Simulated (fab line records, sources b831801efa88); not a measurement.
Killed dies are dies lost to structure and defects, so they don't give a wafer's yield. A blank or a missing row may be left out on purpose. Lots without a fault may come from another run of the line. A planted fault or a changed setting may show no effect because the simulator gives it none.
A struck lot beside a sound one | flow sky130 | 14 steps out of a route of 708
Sound: wafers L382.3, L382.4, L382.6. Struck: wafer L396.4. (L396.3, L396.5 of the same lot were not struck and are left out.) The cause comes at the end.
At each step with rows: each side's tool, then ch and its chambers, then its first start. Under that, the readings that differ: sound wafers | struck wafers | difference of the means | sigmas: that difference in standard deviations of wafers without a fault.
alike: readings whose means differ by less than 2 such deviations, and words and numbers that are the same on both sides. not compared: withheld readings, readings that some wafer has no value for, bounds like >300 that may hide the same value, and numbers for which the record gives no deviation and whose values overlap.
The two part at a step that has a row with sigmas, a row that says differs or no value, or rows on one side only. Numbers that don't overlap but have no deviation are shown without sigmas and don't part them. A reading that every wafer of one side lacks parts them only if that side has two wafers or more.

first, 3 steps without rows for these wafers: SKY_CONTACT_EXPOSE_11 (exposes mask CTM1, target cd 170 nm); SKY_CONTACT_PEB_12; SKY_CONTACT_DEVELOP_13 (develop time 60 s).
SKY_CONTACT_CD_MEAS_14: target cd 170 nm.
  sound on cd_sem-01, day 33 16:11; struck on cd_sem-01, day 37 18:48
  alike: cd_nm
SKY_CONTACT_OVL_MEAS_15:
  sound on overlay-01, day 33 16:17; struck on overlay-01, day 37 18:53
  alike: CONTACT_OVL
SKY_CONTACT_ETCH_16: etches BARC in N2/H2, stops on SiO2, time 45.9 s, target depth 60 nm.
  sound on rie_diel-02 ch 1,2, day 33 16:18; struck on rie_diel-03 ch 2, day 37 18:55
  reading                | sound                | struck | difference | sigmas
  throttle_valve_pct (%) | 13.234 13.224 13.233 | 13.255 | +0.025     | +3
  alike: drypump_motor_current_A, oes_product_au
  not compared: rf_hours_counter_h
SKY_CONTACT_ETCH_17: etches SiO2 in C4F8/O2/Ar, stops on Si3N4, target depth 340 nm.
  sound on rie_diel-02 ch 1,2, day 33 16:20; struck on rie_diel-03 ch 2, day 37 18:58
  alike: oes_product_au
SKY_CONTACT_ETCH_18: etches Si3N4 in CHF3/O2, stops on TiN, time 39 s, target depth 75 nm.
  sound on rie_diel-02 ch 1,2; struck on rie_diel-03 ch 2
  reading                | sound             | struck | difference | sigmas
  throttle_valve_pct (%) | 8.782 8.798 8.784 | 8.806  | +0.018     | +2
  alike: drypump_motor_current_A, oes_product_au
  not compared: rf_hours_counter_h
SKY_CONTACT_STRIP_19: strips in O2/N2.
  sound on plasma_asher-02 ch 0,1, day 33 16:28; struck on plasma_asher-03 ch 0, day 37 19:05
  alike: drypump_motor_current_A, oes_product_au, strip_time_to_endpoint_s
  not compared: rf_hours_counter_h
then, 3 steps without rows for these wafers: SKY_CONTACT_STRIP_20 (strips in post etch residue remover, time 1200 s); SKY_CONTACT_CLEAN_21 (cleans in IPA, time 180 s); SKY_CONTACT_CLEAN_22 (cleans in O3/DIW).
SKY_CONTACT_SPUTTER_23: material TiN, target thk 20 nm, time 80 s.
  sound on pvd_sputter-02, day 33 17:02; struck on pvd_sputter-03, day 37 19:46
  reading                                     | sound             | struck | difference | sigmas
  model.TiN_of_CONTACT_SPUTTER_23.thk_nm (nm) | 19.77 19.99 20.14 | 16.88  | -3.09      |
  alike: throttle_valve_pct
SKY_CONTACT_CVD_24: deposits W, target thk 340 nm, time 102.12 s.
  sound on cvd_w-02 ch 0,1, day 33 17:08; struck on cvd_w-01 ch 1, day 37 19:52
  alike: heater_power_w

WHERE THEY PART
First at SKY_CONTACT_ETCH_16; last, within this record, at SKY_CONTACT_ETCH_18. Later steps at which nothing parts them and some readings are alike: SKY_CONTACT_STRIP_19, SKY_CONTACT_SPUTTER_23, SKY_CONTACT_CVD_24.

WHY: what the simulator had put in
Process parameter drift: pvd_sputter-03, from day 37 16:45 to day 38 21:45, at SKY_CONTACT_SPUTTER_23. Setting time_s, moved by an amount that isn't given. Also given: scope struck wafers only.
